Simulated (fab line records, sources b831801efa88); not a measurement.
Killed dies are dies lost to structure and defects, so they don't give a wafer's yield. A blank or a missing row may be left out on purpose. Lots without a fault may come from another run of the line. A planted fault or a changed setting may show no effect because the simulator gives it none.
Chamber matching | flow gf180mcu | GF_CONTACT_CMP_04 on cmp-01: 4 sister chambers
The step polishes SiO2. 4 wafers are shown with their chamber, then 8 later ones without.

WAFERS WITH THEIR CHAMBER
wafer  | chamber | motor_current_A (A)
L934.3 | 3       | 12.0
L945.1 | 0       | 12.9
L949.2 | 1       | 10.7
L950.2 | 2       | 11.5

WAFERS WITHOUT THEIR CHAMBER
wafer  | motor_current_A (A)
L950.5 | 10.4
L950.6 | 11.4
L952.1 | 10.6
L952.2 | 13.0
L952.3 | 11.2
L954.1 | 12.0
L954.4 | 13.4
L954.6 | 12.9

WHICH CHAMBER EACH WENT THROUGH
wafer  | from the rows above     | in truth
L950.5 | 1                       | 1
L950.6 | 2                       | 2
L952.1 | 1                       | 1
L952.2 | 0                       | 0
L952.3 | can't be placed: 2 or 1 | 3
L954.1 | 3                       | 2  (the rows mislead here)
L954.4 | 0                       | 0
L954.6 | 0                       | 0
Placed correctly: 6 of 8. Can't be placed from these rows: 1 (the true chamber is among the candidates in 0). Placed wrongly: 1.
How it was worked out, from the rows above alone: a wafer's distance from a chamber is the root of the sum, over the readings, of the square of ((its reading less the chamber's mean) divided by the reading's scatter). The wafer belongs to the nearest chamber; if the next one is less than 2 further off, it can't be placed. A chamber's mean is the mean of its shown wafers. The scatter: with one shown wafer a chamber, the root of the mean of the squares of how far each hidden wafer lies from its nearest shown one.
